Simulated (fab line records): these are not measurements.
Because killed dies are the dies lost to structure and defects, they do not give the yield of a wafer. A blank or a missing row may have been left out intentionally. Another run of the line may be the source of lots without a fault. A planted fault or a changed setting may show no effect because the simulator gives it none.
Struck lot and sound lot, side by side    flow sky130    19 steps out of a route of 708
Sound: these wafers, L754.3, L754.4, L754.6. Wafers struck: L760.2, L760.3, L760.6. Last of all comes the cause.
For every step that has rows: the tool of each side, followed by ch and its chambers, followed by its first start. Under that, the readings that differ: sound wafers    struck wafers    difference of the means    sigmas: that difference in standard deviations of wafers without a fault.
alike: a reading whose means differ by less than 2 such deviations, as well as words and numbers matching on both sides. not compared: withheld readings; readings where some wafer has no value; bounds like >300 that might hide an equal value; numbers whose values overlap and for which the record gives no deviation.
Wherever a step has rows on one side only, a row that says differs or no value, or a row with sigmas, the two part there. Non-overlapping numbers with no deviation appear without sigmas and do not part them. A reading that every wafer of one side lacks parts them only if that side has two wafers or more.

first, 6 steps without rows for these wafers: SKY_VT_ADJUST_PCH_HMDS_01 (prime time 60 s); SKY_VT_ADJUST_PCH_COAT_02 (resist thk 3000 nm); SKY_VT_ADJUST_PCH_SOFTBAKE_03; SKY_VT_ADJUST_PCH_EXPOSE_04 (exposes mask NWM, target cd 840 nm); SKY_VT_ADJUST_PCH_PEB_05; SKY_VT_ADJUST_PCH_DEVELOP_06 (develop time 60 s).
SKY_VT_ADJUST_PCH_OVL_MEAS_07:
  sound on overlay-02, day 12 20:10; struck on overlay-02, day 14 15:24
  alike: VT_ADJUST_PCH_OVL
then, 1 step without rows for these wafers: SKY_VT_ADJUST_PCH_IMPLANT_08.
SKY_VT_ADJUST_PCH_STRIP_09: strips in O2/N2.
  sound on plasmaAsher-03 ch 0,1, day 12 20:23; struck on plasmaAsher-03 ch 0,1, day 14 15:35
  alike: chamberPressureMTorr, drypumpMotorCurrentA, oesProductAu, stripTimeToEndpointS
  not compared: rfHoursCounterH
SKY_VT_ADJUST_PCH_TW_MEAS_10:
  sound on filmMetro-02, day 12 20:28; struck on filmMetro-04, day 14 15:41
  alike: VT_ADJUST_PCH_TW
then, 2 steps without rows for these wafers: SKY_SONOS_TUNNEL_DEHYDRATE_00 (time 60 s); SKY_SONOS_TUNNEL_HMDS_01 (prime time 60 s).
SKY_SONOS_TUNNEL_COAT_02: resist thk 1140 nm.
  sound on lithoTrack-04 ch 0, day 13 09:00; struck on lithoTrack-01 ch 0, day 15 03:59
reading                                           sound                 struck                difference  sigmas
spinSpeedRpm (rpm)                                3006.7 3002.4 3002.1  3101.0 3103.2 3104.5  +99.2       +43
model.NOVOLAK_of_SONOS_TUNNEL_COAT_02.thkNm (nm)  1139 1139 1139        1121 1122 1118        -19         
then, 3 steps without rows for these wafers: SKY_SONOS_TUNNEL_SOFTBAKE_03 (time 60 s); SKY_SONOS_TUNNEL_EXPOSE_04 (exposes mask TUNM, target cd 410 nm); SKY_SONOS_TUNNEL_PEB_05.
SKY_SONOS_TUNNEL_DEVELOP_06: develop time 60 s.
  sound on lithoTrack-01 ch 0, day 13 21:34; struck on lithoTrack-04 ch 0, day 15 18:05
reading                                           sound           struck          difference  sigmas
model.NOVOLAK_of_SONOS_TUNNEL_COAT_02.thkNm (nm)  1139 1139 1139  1121 1122 1117  -19         
SKY_SONOS_TUNNEL_CD_MEAS_07: target cd 410 nm.
  sound on cdSem-01, day 13 21:42; struck on cdSem-02, day 15 18:13
reading    sound              struck             difference  sigmas
cdNm (nm)  409.6 410.4 409.8  415.8 413.5 414.5  +4.7        +2
-- record jumps: 33 days separate the struck wafers' starts on either side; left off in module SONOS_TUNNEL, taken up again in module PAD_OPEN, whose first shown step is the route's number 708 --
SKY_PAD_OPEN_PROBE_99:
  sound on prober-01, day 47 19:07; struck on prober-01, day 48 22:04
  alike: killed_at_M0_to_M3, killed_at_M4_up, killedAtContacts, killedAtFrontEnd, killedAtOther, killedDies, killedOnRim, killedOpen, killedShort

WHERE THEY PART
Earliest at SKY_SONOS_TUNNEL_COAT_02; latest, in this record, at SKY_SONOS_TUNNEL_CD_MEAS_07. Later steps at which nothing parts them and some readings are alike: SKY_PAD_OPEN_PROBE_99.

WHY: the cause the simulator had injected
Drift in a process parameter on lithoTrack-01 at SKY_SONOS_TUNNEL_COAT_02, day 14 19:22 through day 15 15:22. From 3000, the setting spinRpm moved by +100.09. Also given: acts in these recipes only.
